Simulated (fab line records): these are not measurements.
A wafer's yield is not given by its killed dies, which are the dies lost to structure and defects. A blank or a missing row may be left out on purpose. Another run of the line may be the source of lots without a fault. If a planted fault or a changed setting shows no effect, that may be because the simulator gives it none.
What tool caused it? / flow sfqLine / route of 325 steps, sampled at 1 step: 14 lots, 41 wafers

## WHAT THE GAUGES READ, wafer by wafer
Not one reading of a measure or inspect step in the record can be checked against a usual standard deviation.

## TOOL THAT RAN EACH LOT (tool first, then ch and the chambers of the sampled wafers, then the start)
lot=L187; SFQ_TRILAYER_I7_VIA_ETCH_VIA_ETCH_190=rieDiel-02 ch 0,1,2, day 81 14:31
lot=L188; SFQ_TRILAYER_I7_VIA_ETCH_VIA_ETCH_190=rieDiel-03 ch 0,1,2, day 81 16:50
lot=L189; SFQ_TRILAYER_I7_VIA_ETCH_VIA_ETCH_190=rieDiel-02 ch 1,2, day 81 18:02
lot=L190; SFQ_TRILAYER_I7_VIA_ETCH_VIA_ETCH_190=rieDiel-04 ch 0,2,3, day 81 20:23
lot=L191; SFQ_TRILAYER_I7_VIA_ETCH_VIA_ETCH_190=rieDiel-03 ch 0,1, day 81 23:59
lot=L192; SFQ_TRILAYER_I7_VIA_ETCH_VIA_ETCH_190=rieDiel-02 ch 0,2,3, day 82 02:23
lot=L196; SFQ_TRILAYER_I7_VIA_ETCH_VIA_ETCH_190=rieDiel-02 ch 0,2,3, day 86 23:55
lot=L199; SFQ_TRILAYER_I7_VIA_ETCH_VIA_ETCH_190=rieDiel-03 ch 1,2, day 87 14:22
lot=L202; SFQ_TRILAYER_I7_VIA_ETCH_VIA_ETCH_190=rieDiel-02 ch 0,1,2, day 88 08:14
lot=L203; SFQ_TRILAYER_I7_VIA_ETCH_VIA_ETCH_190=rieDiel-03 ch 0,1,2, day 88 10:38
lot=L204; SFQ_TRILAYER_I7_VIA_ETCH_VIA_ETCH_190=rieDiel-02 ch 0,1, day 88 14:14
lot=L207; SFQ_TRILAYER_I7_VIA_ETCH_VIA_ETCH_190=rieDiel-03 ch 0,2,3, day 91 07:51
lot=L209; SFQ_TRILAYER_I7_VIA_ETCH_VIA_ETCH_190=rieDiel-02 ch 0,2,3, day 91 15:03
lot=L210; SFQ_TRILAYER_I7_VIA_ETCH_VIA_ETCH_190=rieDiel-03 ch 0,2,3, day 91 18:39
- SFQ_TRILAYER_I7_VIA_ETCH_VIA_ETCH_190: etches SiO2 in CHF3, stops on Nb, target depth 260 nm.

## WHAT THE TOOLS THEMSELVES READ (means of the sampled wafers that have a number; where no wafer has one, the mark that the record gives instead)
SFQ_TRILAYER_I7_VIA_ETCH_VIA_ETCH_190.
lot=L187; tool=rieDiel-02; drypumpMotorCurrentA (A)=5.8; oesProductAu (a.u.)=0.847; rfFwdPowerW (W)=497.3
lot=L188; tool=rieDiel-03; drypumpMotorCurrentA (A)=5.9; oesProductAu (a.u.)=0.849; rfFwdPowerW (W)=499.8
lot=L189; tool=rieDiel-02; drypumpMotorCurrentA (A)=6.0; oesProductAu (a.u.)=0.851; rfFwdPowerW (W)=497.2
lot=L190; tool=rieDiel-04; drypumpMotorCurrentA (A)=5.6; oesProductAu (a.u.)=0.853; rfFwdPowerW (W)=499.2
lot=L191; tool=rieDiel-03; drypumpMotorCurrentA (A)=6.1; oesProductAu (a.u.)=0.852; rfFwdPowerW (W)=496.4
lot=L192; tool=rieDiel-02; drypumpMotorCurrentA (A)=5.8; oesProductAu (a.u.)=0.850; rfFwdPowerW (W)=496.8
lot=L196; tool=rieDiel-02; drypumpMotorCurrentA (A)=5.8; oesProductAu (a.u.)=0.851; rfFwdPowerW (W)=496.2
lot=L199; tool=rieDiel-03; drypumpMotorCurrentA (A)=5.8; oesProductAu (a.u.)=0.852; rfFwdPowerW (W)=538.8
lot=L202; tool=rieDiel-02; drypumpMotorCurrentA (A)=5.8; oesProductAu (a.u.)=0.853; rfFwdPowerW (W)=497.6
lot=L203; tool=rieDiel-03; drypumpMotorCurrentA (A)=5.9; oesProductAu (a.u.)=0.855; rfFwdPowerW (W)=524.3
lot=L204; tool=rieDiel-02; drypumpMotorCurrentA (A)=5.9; oesProductAu (a.u.)=0.859; rfFwdPowerW (W)=498.3
lot=L207; tool=rieDiel-03; drypumpMotorCurrentA (A)=5.6; oesProductAu (a.u.)=0.855; rfFwdPowerW (W)=499.7
lot=L209; tool=rieDiel-02; drypumpMotorCurrentA (A)=5.7; oesProductAu (a.u.)=0.859; rfFwdPowerW (W)=499.1
lot=L210; tool=rieDiel-03; drypumpMotorCurrentA (A)=5.6; oesProductAu (a.u.)=0.846; rfFwdPowerW (W)=498.2

## THE ANSWER, worked out from the rows above alone
Rule: the lots themselves supply what counts as usual. Put in order of their means at a reading, lots are off if they are a third of the lots or fewer, leave a main group of 4 or more, and stand apart from it by a gap of 3 or more times the standard deviation of the main group's means; of several such gaps the widest counts. The tables above print the reading to a certain number of digits; a main group whose means all agree to those digits is not used. Also off: a lot with no number at a reading for which 4 or more lots have one. The other lots that the step has rows for count as sound. Order of review: gauges by route order, followed by the tools' own readings, for which a lot's mean as printed above is used. The first step at which some lot is off is used, and at that step the reading that is off furthest; a lot without a number counts as furthest.
Off, at SFQ_TRILAYER_I7_VIA_ETCH_VIA_ETCH_190 on rfFwdPowerW: L199, L203. For the main group the mean is 498.0 W and the standard deviation 1.2.
A tool fits if, at that step or a process step before it, it ran every lot that is off, and no sound lot after the first of them. Of those tried, none fits.

## WHAT THE SIMULATOR HAD PUT IN
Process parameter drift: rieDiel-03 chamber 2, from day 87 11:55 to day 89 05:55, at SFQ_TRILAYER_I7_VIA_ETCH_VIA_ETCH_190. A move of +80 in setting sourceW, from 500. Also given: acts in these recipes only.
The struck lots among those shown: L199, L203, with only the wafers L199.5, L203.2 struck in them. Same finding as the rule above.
